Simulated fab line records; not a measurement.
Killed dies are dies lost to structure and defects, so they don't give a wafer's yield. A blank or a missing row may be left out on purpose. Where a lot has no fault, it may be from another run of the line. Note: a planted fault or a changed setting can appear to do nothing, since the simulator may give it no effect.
Chamber matching / flow gf180mcu / cmp-01 running GF_V2_CMP_04: 4 sister chambers
The step polishes SiO2. 4 wafers are shown with their chamber, then 12 later ones without.

== WAFERS, EACH WITH ITS CHAMBER ==
wafer=L086.6; chamber=1; motorCurrentA (A)=12.3
wafer=L085.4; chamber=0; motorCurrentA (A)=11.4
wafer=L085.5; chamber=2; motorCurrentA (A)=12.1
wafer=L085.6; chamber=3; motorCurrentA (A)=12.8

== WAFERS WITH NO CHAMBER GIVEN ==
wafer=L089.1; motorCurrentA (A)=12.2
wafer=L089.2; motorCurrentA (A)=11.9
wafer=L089.3; motorCurrentA (A)=12.4
wafer=L090.3; motorCurrentA (A)=12.8
wafer=L090.4; motorCurrentA (A)=12.5
wafer=L090.6; motorCurrentA (A)=12.2
wafer=L096.2; motorCurrentA (A)=12.5
wafer=L096.3; motorCurrentA (A)=12.5
wafer=L096.5; motorCurrentA (A)=12.9
wafer=L097.3; motorCurrentA (A)=12.3
wafer=L097.5; motorCurrentA (A)=12.1
wafer=L097.6; motorCurrentA (A)=13.3

== WHICH CHAMBER EACH ONE RAN IN ==
wafer=L089.1; from the rows above=can't be placed: 2 or 1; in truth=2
wafer=L089.2; from the rows above=can't be placed: 2 or 1 or 0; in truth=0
wafer=L089.3; from the rows above=can't be placed: 1 or 2 or 3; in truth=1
wafer=L090.3; from the rows above=3; in truth=3
wafer=L090.4; from the rows above=can't be placed: 1 or 3 or 2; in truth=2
wafer=L090.6; from the rows above=can't be placed: 2 or 1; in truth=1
wafer=L096.2; from the rows above=can't be placed: 1 or 3 or 2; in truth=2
wafer=L096.3; from the rows above=can't be placed: 1 or 3 or 2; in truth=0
wafer=L096.5; from the rows above=3; in truth=3
wafer=L097.3; from the rows above=can't be placed: 1 or 2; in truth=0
wafer=L097.5; from the rows above=can't be placed: 2 or 1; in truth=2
wafer=L097.6; from the rows above=3; in truth=3
Correct placement for 3 of the 12. Unplaceable from these rows: 9, with the true chamber sitting among the candidates in 7. 0 placed wrongly.
How it was worked out, from the rows above alone: a wafer's distance from a chamber is the root of the sum, over the readings, of the square of ((its reading less the chamber's mean) divided by the reading's scatter). The wafer belongs to the nearest chamber; if the next one is less than 2 further off, it can't be placed. Each chamber's mean is taken over the wafers shown for it. The scatter (one wafer shown for each chamber): square how far every hidden wafer sits from the nearest shown wafer, average those squares and take the square root.
